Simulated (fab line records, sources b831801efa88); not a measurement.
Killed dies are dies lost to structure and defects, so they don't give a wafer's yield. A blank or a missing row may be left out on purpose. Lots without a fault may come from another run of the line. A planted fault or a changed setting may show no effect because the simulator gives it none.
A struck lot beside a sound one | flow sfq_line | 14 steps out of a route of 325
Sound: wafers L254.2, L254.5, L254.6. Struck: wafers L259.3, L259.5, L259.6. The cause comes at the end.
At each step with rows: each side's tool, then ch and its chambers, then its first start. Under that, the readings that differ: sound wafers | struck wafers | difference of the means | sigmas: that difference in standard deviations of wafers without a fault.
alike: readings whose means differ by less than 2 such deviations, and words and numbers that are the same on both sides. not compared: withheld readings, readings that some wafer has no value for, bounds like >300 that may hide the same value, and numbers for which the record gives no deviation and whose values overlap.
The two part at a step that has a row with sigmas, a row that says differs or no value, or rows on one side only. Numbers that don't overlap but have no deviation are shown without sigmas and don't part them. A reading that every wafer of one side lacks parts them only if that side has two wafers or more.

SFQ_TRILAYER_I7_DEP_PECVD_183: deposits SiO2 from SiH4/N2O, time 111.11 s, target thk 500 nm.
  sound on pecvd-01 ch 0,1,2, day 85 00:52; struck on pecvd-01 ch 0,2, day 86 21:15
  alike: heater_power_w, throttle_valve_pct
SFQ_TRILAYER_I7_CMP_CMP_184: polishes SiO2.
  sound on cmp-02 ch 2,3, day 85 06:34; struck on cmp-02 ch 0,2,3, day 86 23:23
  alike: head_pressure_psi, motor_current_A, time_to_endpoint_s
SFQ_I7_BOW_MEAS_946:
  sound on film_metro-01, day 85 09:35; struck on film_metro-04, day 87 00:55
  alike: I7_BOW
SFQ_TRILAYER_I7_METRO_MEASURE_185:
  sound on film_metro-01, day 85 09:53; struck on film_metro-04, day 87 01:24
  alike: thk_nm
then, 6 steps without rows for these wafers: SFQ_TRILAYER_I7_VIA_LITHO_COAT_192 (resist thk 62 nm); SFQ_TRILAYER_I7_VIA_LITHO_COAT_187 (resist thk 650 nm); SFQ_TRILAYER_I7_VIA_LITHO_SOFTBAKE_191; SFQ_TRILAYER_I7_VIA_LITHO_EXPOSE_188 (exposes mask I7, target cd 1000 nm); SFQ_TRILAYER_I7_VIA_LITHO_PEB_190 (peb time 60 s); SFQ_TRILAYER_I7_VIA_LITHO_DEVELOP_189 (time 60 s).
-- the record jumps here: 4 days lie between the struck wafers' starts before and after --
SFQ_I7_OVL_MEAS_947:
  sound on overlay-01, day 89 17:43; struck on overlay-02, day 91 00:37
  alike: I7_OVL
SFQ_TRILAYER_I7_VIA_BARC_OPEN_VIA_ETCH_260: etches BARC in O2, target depth 125 nm, time 41.7 s.
  sound on rie_diel-03 ch 0,1,3, day 89 17:45; struck on rie_diel-04 ch 0,1, day 91 00:38
  alike: drypump_motor_current_A, oes_product_au, rf_fwd_power_W
  not compared: rf_hours_counter_h
SFQ_TRILAYER_I7_VIA_ETCH_VIA_ETCH_190: etches SiO2 in CHF3, stops on Nb, target depth 260 nm.
  sound on rie_diel-03 ch 0,1,3, day 89 17:47; struck on rie_diel-04 ch 0,1, day 91 00:40
  reading                                                 | sound             | struck            | difference | sigmas
  rf_fwd_power_W (W)                                      | 499.4 499.3 495.7 | 419.6 417.4 418.4 | -79.7      | -47
  model.KrF_of_TRILAYER_I7_VIA_LITHO_COAT_187.thk_nm (nm) | 529.8 529.6 529.2 | 531.3 535.6 530.9 | +3.1       |
  alike: drypump_motor_current_A, oes_product_au
SFQ_TRILAYER_I7_VIA_STRIP_STRIP_191: strips in O2.
  sound on rie_metal-01 ch 0,1, day 89 17:55; struck on rie_metal-01 ch 0,1, day 91 00:59
  alike: drypump_motor_current_A, oes_product_au
  not compared: rf_hours_counter_h

WHERE THEY PART
Only at SFQ_TRILAYER_I7_VIA_ETCH_VIA_ETCH_190, within this record. Later steps at which nothing parts them and some readings are alike: SFQ_TRILAYER_I7_VIA_STRIP_STRIP_191.

WHY: what the simulator had put in
Process parameter drift: rie_diel-04, from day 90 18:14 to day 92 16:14, at SFQ_TRILAYER_I7_VIA_ETCH_VIA_ETCH_190. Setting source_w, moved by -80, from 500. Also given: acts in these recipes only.
